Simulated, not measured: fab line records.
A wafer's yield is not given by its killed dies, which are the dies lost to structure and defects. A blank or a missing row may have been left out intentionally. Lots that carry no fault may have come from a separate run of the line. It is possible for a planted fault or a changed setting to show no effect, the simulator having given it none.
8D (eight disciplines) problem report, filled in by code -- flow gf180mcu -- the parts of the form that need people (team, actions taken, sign-off) are left out

1. THE ISSUE
Across 4 wafers from 2 lots, V4_CVD_00_THK at GF_V4_THK_MEAS_01 averages 507 nm, while fault-free wafers read 599 nm with a standard deviation of 7.7. That puts it -12 standard deviations away from the usual mean.
The first sign was on wafer L498.2 at day 28 13:38, on filmMetro-04. The record holds 18 wafers of 6 lots with a number at this step. By rule, "out" or "out of limits" means more than 4 standard deviations away from the usual mean. The rest of the wafers with a number are treated as sound.

2. WHAT IT IS; WHAT IT IS NOT
question,is,is not
which readings at this step,V4_CVD_00_THK,-
which lots,"L498, L500","L485, L496, L501, L505"
which wafers of those lots,"L498.2, L498.5, L500.1, L500.6","L498.1, L500.3"
read on which gauges,"filmMetro-01, filmMetro-04",filmMetro-03
when,from day 28 13:38,"up to then (7 sound wafers); but 7 sound wafers of L500, L501, L505 came after"

3. WHAT RULES OUT EACH SUSPECT
Counting: if a tool at a process step up to the reading ran every lot that is out, it stays a suspect. Sound lots after the first of them don't rule it out here, since some wafers of a struck lot are sound.
- ruled out: the gauge at GF_V4_THK_MEAS_01. The wafers that are out were read on 2 gauges (filmMetro-01, filmMetro-04).
- plasmaAsher-04 at GF_M4_STRIP_17 (strips in O2/N2): kept. It ran every lot that is out, first L498 (day 28 13:00).
- hdpcvd-01 at GF_V4_CVD_00 (deposits SiO2, target thk 600 nm, time 100 s): kept. Every lot that is out went through it, the first being L498 (day 28 13:34); the last sound lot it ran before that was L496 (day 27 18:56). Its own readings are out on those wafers: sih4FlowSccm.
- At GF_V4_CVD_00, inside hdpcvd-01: chamber 2 took the wafers that are out, while their sound lot-mates went through chambers 0, 1.
Left after counting: plasmaAsher-04 at GF_M4_STRIP_17, hdpcvd-01 at GF_V4_CVD_00.

4. THE CAUSE (what the simulator had put in)
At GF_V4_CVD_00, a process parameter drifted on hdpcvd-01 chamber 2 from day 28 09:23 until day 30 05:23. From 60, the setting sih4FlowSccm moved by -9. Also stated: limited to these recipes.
This tool is one of the 2 suspects left after counting.

5. SEQUENCE OF EFFECTS, ordered by route
One row per reading whose mean, taken over the struck wafers that have a number, lies over 3 standard deviations from the usual. Only readings whose record carries a usual standard deviation are examined. hours: median over the lots of the time between each lot's start at the first step of this table that gives one and its start at this step. sigmas: the change, counted in usual standard deviations.
hours,step,reading,usual,on struck wafers,change,sigmas
0,GF_V4_CVD_00,sih4FlowSccm,60.00 sccm,50.95,-9.05,-53
0,GF_V4_THK_MEAS_01,V4_CVD_00_THK,599 nm,507,-92,-12
The process steps in it:
- GF_V4_CVD_00: deposits SiO2, target thk 600 nm, time 100 s.

6. WHAT WOULD HAVE CAUGHT IT SOONER
The first out-of-limits reading at a measuring or inspecting step in this record came at day 28 13:38, 4 hours after the fault's start at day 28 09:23.
At GF_V4_CVD_00, the tool's own readings (sih4FlowSccm) were out on each struck wafer the step has a row for, so an alarm limit on them would have fired on the first such wafer.
L500, from the lots that are out (2), started GF_V4_CVD_00 on hdpcvd-01 later than day 28 13:38. Holding the tool at that time would have saved it.
